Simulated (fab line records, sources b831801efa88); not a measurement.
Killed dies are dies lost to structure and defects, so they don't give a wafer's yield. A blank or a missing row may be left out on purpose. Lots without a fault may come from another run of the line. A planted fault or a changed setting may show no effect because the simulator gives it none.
fab line records | flow gf180mcu
record lots=6 wafers=18 last_day=34
route steps=602 shown CONTACT@313 M1@315
lots that met no fault: from a run of the same line without faults
start_h: hours from the record's first day to the start of the lot's first wafer shown | wait_h: hours since the lot's step before | " the same as in the row above | L1.1+2: a row that stands for several wafers | - no value, or no start given | * or withheld: withheld | < > ~ a bound
route shown NAME@n: a module of which the file shows steps, and the number in the route of the first | usual: mean/standard deviation of fault-free wafers | same: alike in all rows | chamber/n: place in a boat | sites: the reading at each site | _std_site: their standard deviation | _edge_site: outer sites' mean less inner sites' | radius_mm: how far each site lies from the wafer's centre | mask NAME#n: copy n | behind: the tool/chamber that last shaped the wafer | hold: why the lot was held/for how many hours/how that ended | device: the transistor (n, p or np) that didn't switch | end of line: the same wafers' tests at the end of the route | a step without rows: its recipe alone | killed: dies lost to structure and defects at the first sort, not the wafer's yield | map: a wafer's dies, x killed, . not, _ none there
set.NAME: the setting as run; set.NAME@STEP: as run at that earlier step | model.NAME: the simulator's own value behind a step, which no gauge read
lots at some steps of the route; a table a step, a row a wafer
services: from which hour (start_h, from the record's first day; less than 0 if before it) a tool's chamber was out of use, for how many hours, and why
## steps
# step GF_CONTACT_THK_MEAS_26
# recipe thk_meas_gauge=xrf reads=W_of_CONTACT_CVD_24
# usual CONTACT_W_THK=301/4
# columns lot.wafer tool chamber start_h wait_h CONTACT_W_THK[nm]
L778.1 film_metro-01 - 369.05 0.1 301
L778.2 " - " " 305
L778.4 " - " " 300
L779.3 film_metro-02 - 372.61 0.1 300
L779.4 " - " " 296
L779.6 " - " " 296
L790.4 film_metro-01 - 474.32 0.1 304
L790.5 " - " " 307
L790.6 " - " " 303
L793.1 film_metro-02 - 499.74 0.1 307
L793.2 " - " " 301
L793.5 " - " " 304
L797.2 film_metro-01 - 526.90 0.1 305
L797.3 " - " " 300
L797.4 " - " " 300
L800.1 film_metro-02 - 552.35 0.1 299
L800.3 " - " " 298
L800.6 " - " " 300
# step GF_CONTACT_CMP_27
# recipe stop_on=SiO2 down_force_psi=3.5 platen_rpm=60 t_overpolish_s=15 target_thk_nm=0 pad_velocity_m_s=0.94248
# usual motor_current_A=11.2/1 overpolish_run_s=15.000/0.0089 time_to_endpoint_s=71.5/2.6
# columns lot.wafer tool chamber start_h wait_h motor_current_A overpolish_run_s time_to_endpoint_s
L778.1 cmp-02 1 369.16 0.1 11.2 15.003 70.0
L778.4 " 2 " " 10.4 15.001 67.7
L778.2 " 3 " " 10.1 15.003 71.9
L779.3 cmp-01 3 372.65 0.0 11.7 15.007 64.4
L779.4 " 1 " " 13.2 14.987 67.4
L779.6 " 0 " " 12.5 14.990 69.5
L790.4 cmp-01 1 474.50 0.2 13.1 14.999 69.2
L790.6 " 2 " " 12.3 14.991 71.1
L790.5 " 3 " " 11.9 14.997 69.0
L793.2 cmp-02 1 499.80 0.0 11.6 14.993 70.6
L793.1 " 0 " " 10.4 15.018 78.6
L793.5 " 1 " " 11.2 15.004 74.8
L797.3 cmp-01 0 526.95 0.0 12.7 14.997 70.5
L797.2 " 1 " " 13.0 14.997 71.2
L797.4 " 2 " " 12.2 14.993 67.9
L800.1 cmp-02 3 552.46 0.1 9.5 15.000 71.4
L800.3 " 1 " " 10.9 14.999 69.4
L800.6 " 2 " " 11.5 14.990 68.8
# step GF_M1_SPUTTER_00
# recipe material=Ti target_thk_nm=37.5 arriving_ion_energy_ev=80 substrate_temp_c=200 chamber_pressure_pa=2 power_w=4000 time_s=150
# usual throttle_valve_pct=30.3/0.92
# columns lot.wafer tool chamber start_h wait_h throttle_valve_pct
L778.1 pvd_sputter-02 - 369.41 0.2 29.5
L778.2 " - " " 29.0
L778.4 " - " " 31.5
L779.3 pvd_sputter-01 - 372.95 0.2 30.4
L779.4 " - " " 29.4
L779.6 " - " " 31.0
L790.4 pvd_sputter-02 - 474.65 0.1 28.8
L790.5 " - " " 30.0
L790.6 " - " " 29.6
L793.1 pvd_sputter-02 - 500.10 0.1 29.4
L793.2 " - " " 29.9
L793.5 " - " " 31.5
L797.2 pvd_sputter-03 - 527.25 0.2 30.4
L797.3 " - " " 29.6
L797.4 " - " " 28.9
L800.1 pvd_sputter-01 - 552.71 0.2 29.4
L800.3 " - " " 30.9
L800.6 " - " " 30.9
# step GF_M1_SPUTTER_01
# recipe material=TiN target_thk_nm=30 power_w=6500 time_s=25 chamber_pressure_pa=0.4
# step GF_M1_SPUTTER_02
# recipe material=AlCu target_thk_nm=450 power_w=10600 time_s=23.9 chamber_pressure_pa=0.4
# usual throttle_valve_pct=30.3/0.93
# columns lot.wafer tool chamber start_h wait_h throttle_valve_pct
L778.1 pvd_sputter-02 - 369.54 0.0 29.9
L778.2 " - " " 29.2
L778.4 " - " " 31.4
L779.3 pvd_sputter-01 - 373.08 0.0 30.7
L779.4 " - " " 29.4
L779.6 " - " " 31.1
L790.4 pvd_sputter-02 - 474.78 0.0 29.0
L790.5 " - " " 29.7
L790.6 " - " " 29.5
L793.1 pvd_sputter-02 - 500.23 0.0 29.5
L793.2 " - " " 29.8
L793.5 " - " " 31.5
L797.2 pvd_sputter-03 - 527.38 0.0 30.4
L797.3 " - " " 29.9
L797.4 " - " " 28.7
L800.1 pvd_sputter-01 - 552.84 0.0 29.4
L800.3 " - " " 31.1
L800.6 " - " " 31.2
# step GF_M1_SPUTTER_03
# recipe material=Ti target_thk_nm=10 substrate_temp_c=300 chamber_pressure_pa=0.3 power_w=3000 time_s=6.7
# usual throttle_valve_pct=30.3/0.9
# columns lot.wafer tool chamber start_h wait_h throttle_valve_pct
L778.1 pvd_sputter-02 - 369.57 0.0 29.6
L778.2 " - " " 29.0
L778.4 " - " " 31.6
L779.3 pvd_sputter-01 - 373.11 0.0 30.7
L779.4 " - " " 29.4
L779.6 " - " " 30.9
L790.4 pvd_sputter-02 - 474.81 0.0 29.1
L790.5 " - " " 29.8
L790.6 " - " " 29.8
L793.1 pvd_sputter-02 - 500.26 0.0 29.6
L793.2 " - " " 29.8
L793.5 " - " " 31.5
L797.2 pvd_sputter-03 - 527.41 0.0 30.4
L797.3 " - " " 30.0
L797.4 " - " " 28.8
L800.1 pvd_sputter-01 - 552.87 0.0 29.1
L800.3 " - " " 31.1
L800.6 " - " " 31.1
# step GF_M1_SPUTTER_04
# recipe material=TiN target_thk_nm=50 power_w=6500 time_s=41.7 chamber_pressure_pa=0.4
# usual throttle_valve_pct=30.3/0.94
# columns lot.wafer tool chamber start_h wait_h throttle_valve_pct
L778.1 pvd_sputter-02 - 369.59 0.0 29.6
L778.2 " - " " 29.1
L778.4 " - " " 31.4
L779.3 pvd_sputter-01 - 373.13 0.0 30.6
L779.4 " - " " 29.2
L779.6 " - " " 31.1
L790.4 pvd_sputter-02 - 474.83 0.0 29.1
L790.5 " - " " 29.8
L790.6 " - " " 29.6
L793.1 pvd_sputter-02 - 500.28 0.0 29.6
L793.2 " - " " 29.8
L793.5 " - " " 31.6
L797.2 pvd_sputter-03 - 527.43 0.0 30.4
L797.3 " - " " 30.0
L797.4 " - " " 28.6
L800.1 pvd_sputter-01 - 552.89 0.0 29.3
L800.3 " - " " 30.9
L800.6 " - " " 31.1
# step GF_M1_RS_MEAS_05
# recipe thk_meas_gauge=four-point-probe reads=TiN_of_M1_SPUTTER_04+Ti_of_M1_SPUTTER_03+AlCu_of_M1_SPUTTER_02+TiN_of_M1_SPUTTER_01+Ti_of_M1_SPUTTER_00
# usual M1_ALCU_RS=0.0696/0.00066
# columns lot.wafer tool chamber start_h wait_h M1_ALCU_RS[ohm/sq]
L778.1 film_metro-01 - 369.63 0.0 0.0696
L778.2 " - " " 0.0691
L778.4 " - " " 0.0691
L779.3 film_metro-01 - 373.21 0.1 0.0695
L779.4 " - " " 0.0698
L779.6 " - " " 0.0699
L790.4 film_metro-04 - 474.93 0.1 0.0694
L790.5 " - " " 0.0702
L790.6 " - " " 0.0701
L793.1 film_metro-04 - 500.32 0.0 0.0703
L793.2 " - " " 0.0700
L793.5 " - " " 0.0707
L797.2 film_metro-01 - 527.49 0.0 0.0705
L797.3 " - " " 0.0703
L797.4 " - " " 0.0706
L800.1 film_metro-01 - 552.93 0.0 0.0684
L800.3 " - " " 0.0684
L800.6 " - " " 0.0687
# step GF_M1_THK_MEAS_06
# recipe thk_meas_gauge=xrf reads=AlCu_of_M1_SPUTTER_02
# usual M1_ALCU_THK=448/4.2
# columns lot.wafer tool chamber start_h wait_h M1_ALCU_THK[nm]
L778.1 film_metro-01 - 369.75 0.1 454
L778.2 " - " " 456
L778.4 " - " " 455
L779.3 film_metro-01 - 373.31 0.1 450
L779.4 " - " " 447
L779.6 " - " " 449
L790.4 film_metro-04 - 475.02 0.1 453
L790.5 " - " " 446
L790.6 " - " " 448
L793.1 film_metro-04 - 500.44 0.1 445
L793.2 " - " " 449
L793.5 " - " " 443
L797.2 film_metro-01 - 527.60 0.1 438
L797.3 " - " " 440
L797.4 " - " " 439
L800.1 film_metro-01 - 553.05 0.1 451
L800.3 " - " " 456
L800.6 " - " " 450
# step GF_M1_DEHYDRATE_07
# recipe temp_c=200 time_s=60
# step GF_M1_HMDS_08
# recipe prime_time_s=60 prime_temp_c=120
# step GF_M1_COAT_09
# recipe resist=KrF spin_rpm=withheld resist_thk_nm=1000
# step GF_M1_SOFTBAKE_10
# recipe temp_c=130 time_s=60 resist=KrF
# usual heater_power_total_W=93.05/0.063 plate_temp_C=130.00/0.11
# columns lot.wafer tool chamber start_h wait_h heater_power_total_W plate_temp_C model.KrF_of_M1_COAT_09.thk_nm
L778.1 litho_track-03 0 380.72 0.1 93.08 130.18 1003
L778.2 " 0 " " 93.06 130.04 998.4
L778.4 " 0 " " 92.97 130.15 997.7
L779.3 litho_track-04 0 384.31 0.1 93.04 129.75 997.9
L779.4 " 0 " " 93.08 129.88 997.1
L779.6 " 0 " " 92.99 130.04 996
L790.4 litho_track-03 0 486.85 0.1 107.43 145.07 980.4
L790.5 " 0 " " 107.46 145.01 978.3
L790.6 " 0 " " 107.42 145.04 979.8
L793.1 litho_track-03 0 512.47 0.1 107.24 145.09 983.2
L793.2 " 0 " " 107.24 145.14 987.5
L793.5 " 0 " " 107.39 145.11 985.2
L797.2 litho_track-04 0 539.43 0.1 93.14 129.87 998.1
L797.3 " 0 " " 92.99 129.94 998.9
L797.4 " 0 " " 93.09 129.95 998
L800.1 litho_track-04 0 564.60 0.1 93.03 130.18 1000
L800.3 " 0 " " 93.05 130.19 1000
L800.6 " 0 " " 93.06 130.09 998.3
# step GF_M1_EXPOSE_11
# recipe mask_id=Metal1 target_cd_nm=230 na=0.68 source_shape=conventional sigma_outer=0.6 dose_mj=28
# step GF_M1_PEB_12
# recipe peb_temp_c=135 peb_time_s=90 resist=KrF
# step GF_M1_DEVELOP_13
# recipe develop_time_s=60 dev_temp_c=21
# step GF_M1_CD_MEAS_14
# recipe target_cd_nm=230
# usual cd_nm=229.5/0.99
# columns lot.wafer tool chamber start_h wait_h cd_nm
L778.1 cd_sem-02 - 392.32 0.2 229.0
L778.2 " - " " 228.0
L778.4 " - " " 228.0
L779.3 cd_sem-01 - 395.95 0.1 229.0
L779.4 " - " " 229.1
L779.6 " - " " 230.3
L790.4 cd_sem-02 - 499.06 0.1 172.2
L790.5 " - " " 171.6
L790.6 " - " " 170.4
L793.1 cd_sem-01 - 523.90 0.1 169.3
L793.2 " - " " 169.6
L793.5 " - " " 169.8
L797.2 cd_sem-02 - 550.47 0.1 229.4
L797.3 " - " " 229.1
L797.4 " - " " 228.5
L800.1 cd_sem-01 - 575.12 0.1 229.1
L800.3 " - " " 227.6
L800.6 " - " " 228.8
# step GF_M1_OVL_MEAS_15
# usual M1_OVL=3/5.6
# columns lot.wafer tool chamber start_h wait_h M1_OVL[nm]
L778.1 overlay-02 - 392.44 0.1 12
L778.2 " - " " 8
L778.4 " - " " 6
L779.3 overlay-01 - 396.04 0.1 8
L779.4 " - " " 6
L779.6 " - " " 1
L790.4 overlay-02 - 499.14 0.1 4
L790.5 " - " " 5
L790.6 " - " " 2
L793.1 overlay-01 - 524.02 0.1 1
L793.2 " - " " 0
L793.5 " - " " 2
L797.2 overlay-02 - 550.58 0.1 4
L797.3 " - " " 12
L797.4 " - " " 4
L800.1 overlay-01 - 575.24 0.1 0
L800.3 " - " " -1
L800.6 " - " " 5
# step GF_M1_METAL_ETCH_16
# recipe chemistry=Cl2/BCl3 mask_material=KrF target_depth_nm=627.5 stop_on=SiO2 pressure_mtorr=8 icp_w=800 bias_w=140 Cl2_flow_sccm=80 bcl3_flow_sccm=40 time_s=104.6
# usual drypump_motor_current_A=5.8/0.66 mfc_cl2_sccm=80.02/0.26 oes_product_au=0.972/0.0057 throttle_valve_pct=28.251/0.0094
# columns lot.wafer tool chamber start_h wait_h drypump_motor_current_A mfc_cl2_sccm oes_product_au rf_hours_counter_h throttle_valve_pct model.M1.cd_nm model.KrF_of_M1_COAT_09.thk_nm
L778.1 rie_metal-03 0 392.48 0.0 4.8 80.41 0.975 5 28.272 231.9 734.9
L778.2 " 1 " " 5.2 80.21 0.979 2 28.248 230.3 726.6
L778.4 " 1 " " 5.2 80.06 0.976 - 28.253 227.9 727.4
L779.3 rie_metal-04 0 396.10 0.1 5.9 79.93 0.970 - 28.238 231.3 730.3
L779.4 " 1 " " 6.7 79.84 0.971 - 28.245 230.3 733.3
L779.6 " 1 " " 6.7 80.13 0.974 - 28.257 233.5 731.2
L790.4 rie_metal-04 1 499.19 0.0 6.7 80.07 0.972 - 28.252 174.6 718.4
L790.5 " 1 " " 6.7 80.02 0.973 - 28.256 173.6 714.8
L790.6 " 0 " " 5.9 80.19 0.974 - 28.246 174.4 714.5
L793.1 rie_metal-03 0 524.06 0.0 4.8 80.12 0.956 7 28.246 167.5 716.2
L793.2 " 1 " " 5.2 80.22 0.966 4 28.264 165.8 717.8
L793.5 " 0 " " 4.8 80.04 0.966 - 28.241 166 716.2
L797.2 rie_metal-03 1 550.61 0.0 5.2 80.26 0.963 5 28.269 230.6 727.2
L797.3 " 1 " " 5.2 80.27 0.966 - 28.260 229 728.2
L797.4 " 0 " " 4.8 80.21 0.966 - 28.272 229.4 727.8
L800.1 rie_metal-01 0 575.27 0.0 5.5 80.10 0.965 8 28.252 227.9 735.8
L800.3 " 1 " " 5.1 79.72 0.974 - 28.253 225.4 735.3
L800.6 " 0 " " 5.5 80.16 0.978 - 28.241 228.3 735.4
# step GF_M1_STRIP_17
# recipe chemistry=O2/N2 power_w=1400 pressure_mtorr=1500 platen_temp_c=250 o2_flow_sccm=3000 n2_flow_sccm=300 overash_fraction=0.5
# usual drypump_motor_current_A=5.4/0.47 heater_power_w=343/24 oes_product_au=0.556/0.0053 strip_time_to_endpoint_s=7.85/0.036
# columns lot.wafer tool chamber start_h wait_h drypump_motor_current_A heater_power_w oes_product_au rf_hours_counter_h strip_time_to_endpoint_s
L778.1 plasma_asher-02 1 392.59 0.1 5.3 363 0.556 75 7.86
L778.2 " 0 " " 6.2 357 0.561 75 7.79
L778.4 " 1 " " 5.3 364 0.553 - 7.80
L779.3 plasma_asher-02 1 396.21 0.1 5.3 362 0.557 - 7.83
L779.4 " 0 " " 6.2 358 0.565 - 7.86
L779.6 " 0 " " 6.2 361 0.558 - 7.84
L790.4 plasma_asher-04 0 499.30 0.1 5.6 338 0.547 - 7.71
L790.5 " 0 " " 5.6 335 0.539 - 7.69
L790.6 " 1 " " 4.8 324 0.539 - 7.68
L793.1 plasma_asher-04 1 524.17 0.1 4.9 316 0.551 73 7.70
L793.2 " 0 " " 5.6 339 0.559 73 7.71
L793.5 " 1 " " 4.9 321 0.560 - 7.68
L797.2 plasma_asher-02 0 550.72 0.1 6.2 360 0.554 92 7.79
L797.3 " 0 " " 6.2 362 0.547 - 7.80
L797.4 " 1 " " 5.3 357 0.550 - 7.80
L800.1 plasma_asher-04 1 575.39 0.1 4.8 323 0.552 78 7.89
L800.3 " 0 " " 5.6 344 0.561 - 7.88
L800.6 " 1 " " 4.8 325 0.556 - 7.88
# step GF_M1_STRIP_18
# recipe chemistry=post_etch_residue_remover time_s=1200 temp_c=72.5
## services
# columns tool chamber start_h hours kind
cmp-02 - 367.38 1.3 repair
pvd_sputter-03 - 381.86 1.2 repair
cmp-01 - 389.54 0.5 repair
cmp-01 - 407.59 4.0 pm
cmp-02 - 410.84 1.5 repair
cmp-02 - 417.47 4.0 pm
cmp-01 - 422.86 3.9 pm
pvd_sputter-01 - 423.79 14.8 repair
rie_metal-04 - 432.63 0.9 repair
pvd_sputter-02 - 433.17 1.2 repair
plasma_asher-02 - 441.66 4.6 repair
cmp-01 - 442.48 1.3 repair
rie_metal-04 1 446.51 4.1 repair
pvd_sputter-03 - 447.84 1.0 repair
plasma_asher-02 - 454.66 0.4 repair
pvd_sputter-01 - 459.41 4.9 repair
cmp-01 - 461.97 1.0 repair
cmp-02 - 462.49 6.4 repair
pvd_sputter-03 - 478.07 1.4 repair
pvd_sputter-01 - 514.62 1.9 repair
cmp-02 - 521.10 0.5 repair
pvd_sputter-02 - 540.59 3.0 repair
pvd_sputter-03 - 543.73 5.9 repair
cmp-02 - 572.05 4.0 pm
## key
first_sign step=GF_M1_SOFTBAKE_10 reading=heater_power_total_W direction=up sigmas=99+ usual=93.05 struck=107.36
effect step=GF_M1_SOFTBAKE_10 reading=plate_temp_C direction=up sigmas=99+ usual=* struck=*
effect step=GF_M1_CD_MEAS_14 reading=cd_nm direction=down sigmas=60 usual=229.5 struck=170.5
effect step=GF_M1_STRIP_17 reading=strip_time_to_endpoint_s direction=down sigmas=4.3 usual=* struck=*
model_effect step=GF_M1_SOFTBAKE_10 value=KrF_of_M1_COAT_09.thk_nm without=999.1 struck=982.4
model_effect step=GF_M1_METAL_ETCH_16 value=M1.cd_nm without=230.5 struck=170.3
met_at GF_M1_SOFTBAKE_10
struck_wafers L790.4,L790.5,L790.6,L793.1,L793.2,L793.5
later_rows_left_out L790.4,L790.5,L790.6,L793.1,L793.2,L793.5
sort_left_out L790.4,L790.5,L790.6,L793.1,L793.2,L793.5
onset_between 380.72 486.85
fault kind=process_parameter_drift tool=litho_track-03 chamber=- onset_h=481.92 steps=GF_M1_SOFTBAKE_10 channel=temp_c offset=* shape=step end_h=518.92 acts_in=* stated=*
# sort_left_out: the simulated sort isn't trusted on such a fault, so these wafers' sort isn't shown, and their yield isn't known
# later_rows_left_out: the simulator's readings of these wafers behind a module that went badly wrong aren't trusted and aren't shown, but for the sort
